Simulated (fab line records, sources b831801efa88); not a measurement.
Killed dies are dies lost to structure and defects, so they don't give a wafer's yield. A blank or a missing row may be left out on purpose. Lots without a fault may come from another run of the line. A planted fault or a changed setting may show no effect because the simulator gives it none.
One fault seen from 2 desks | flow gf180mcu | each desk has only its own numbers; what lay behind them comes last

THE METROLOGY DESK
What the gauges read, lot by lot, whatever tool the lot ran on: means of the sampled wafers that have a number. A lot is out of limits, marked OUT, if its mean lies more than 4 standard deviations from the usual mean; the brackets give that distance.
Columns: A = MIM_CVD_05_THK at GF_MIM_THK_MEAS_06, usual 42.2 nm
lot  | first seen here | A
L462 | day 24 10:07    | 42.2
L464 | day 25 05:19    | 42.8
L466 | day 25 20:52    | 42.5
L467 | day 26 07:18    | 41.8
L468 | day 26 11:05    | 41.9
L469 | day 26 18:17    | 41.2
L475 | day 28 17:21    | 42.5
L476 | day 29 08:13    | 42.4
L479 | day 30 00:12    | 42.1
L482 | day 30 16:55    | 37.7 (-7.3) OUT
L483 | day 30 21:24    | 42.2
L484 | day 31 08:30    | 37.5 (-7.7) OUT
This desk's finding: out of limits on L482, L484; first on L482, day 30 16:55 (MIM_CVD_05_THK at GF_MIM_THK_MEAS_06). In limits: L462, L464, L466, L467, L468, L469, L475, L476, L479, L483.

THE TOOL OWNER'S DESK: pecvd-02
The tool's own readings at GF_MIM_CVD_05 (deposits Si3N4, target thk 42 nm, time 29.086 s): means of the sampled wafers that have a number, for each lot that ran on this tool. A lot is out of limits, marked OUT, if its mean lies more than 4 standard deviations from the usual mean; the brackets give that distance.
Columns: A = heater_power_w at GF_MIM_CVD_05, usual 671 W; B = run_length_s at GF_MIM_CVD_05, usual 56.9 s; C = temp_max_c at GF_MIM_CVD_05, usual 400.04 C
lot  | first seen here | A   | B               | C
L467 | day 26 07:15    | 730 | 57.3            | 399.99
L469 | day 26 18:14    | 614 | 57.4            | 399.87
L475 | day 28 17:19    | 692 | 57.0            | 400.11
L479 | day 30 00:10    | 723 | 57.3            | 400.06
L482 | day 30 16:53    | 612 | 54.1 (-4.7) OUT | 399.97
L484 | day 31 08:28    | 705 | 53.9 (-5.1) OUT | 400.05
This desk's finding: out of limits on L482, L484; first on L482, day 30 16:53 (run_length_s at GF_MIM_CVD_05). In limits: L467, L469, L475, L479.

PUT TOGETHER
The tool owner's desk could have raised an alarm at day 30 16:53, on L482, L484.
The metrology desk could have raised an alarm at day 30 16:55, on L482, L484.
Of the lots named, all ran GF_MIM_CVD_05 on pecvd-02.

WHAT THE SIMULATOR HAD PUT IN
Process parameter drift: pecvd-02, from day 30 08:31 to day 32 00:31, at GF_MIM_CVD_05. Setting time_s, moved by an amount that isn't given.
Lots struck among those shown: L482, L484.
Hours from the fault's start to each desk's first reading out of limits: the tool owner's desk, 8; the metrology desk, 8.
